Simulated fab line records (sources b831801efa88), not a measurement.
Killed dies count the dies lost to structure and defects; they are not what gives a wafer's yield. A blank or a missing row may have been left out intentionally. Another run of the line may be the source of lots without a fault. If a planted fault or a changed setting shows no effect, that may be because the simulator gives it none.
Which tool was responsible?    flow sky130    12 lots (36 wafers sampled), 1 step of a 708-step route

== WHAT EACH GAUGE READ, for each wafer ==
SKY_VT_ADJUST_NCORE_CD_MEAS_07 targets a cd of 380 nm.
lot   measured      on         cd_nm (nm)
L075  day 8 22:20   cd_sem-01  382.5 382.5 383.5
L078  day 9 18:16   cd_sem-01  383.2 380.2 381.2
L079  day 10 09:18  cd_sem-01  378.0 380.0 378.4
L082  day 11 05:15  cd_sem-02  382.5 383.3 379.4
L083  day 11 07:12  cd_sem-01  376.1 380.0 379.8
L086  day 12 03:39  cd_sem-01  381.0 380.6 381.2
L087  day 12 11:44  cd_sem-02  373.3 374.7 376.4
L089  day 13 01:17  cd_sem-01  383.1 381.9 385.8
L091  day 13 14:03  cd_sem-02  378.6 379.3 380.5
L093  day 14 01:22  cd_sem-01  375.9 378.6 379.5
L095  day 14 18:49  cd_sem-01  380.0 380.3 377.2
L097  day 15 17:50  cd_sem-02  377.4 378.3 378.3

== EACH LOT AND THE TOOL THAT RAN IT (in order: tool; ch and the chambers of the sampled wafers; start) ==
Before these readings, the record contains no process step.

== THE ANSWER, worked out from the rows above alone ==
Rule: usual is defined by the lots themselves. The widest of any qualifying gaps counts: lots, ordered by their means at a reading, are off when they make up no more than a third of the lots, leave a main group of 4 or more, and stand apart from it by 3 or more times the standard deviation of that group's means. The tables above print the reading to a certain number of digits; a main group whose means all agree to those digits is not used. A lot without any number at a reading at which 4 lots or more have one is off too. All remaining lots with rows at the step are treated as sound.
No lot is off on any of the readings shown, so nothing can be concluded from this.

== WHAT HAD BEEN PUT IN BY THE SIMULATOR ==
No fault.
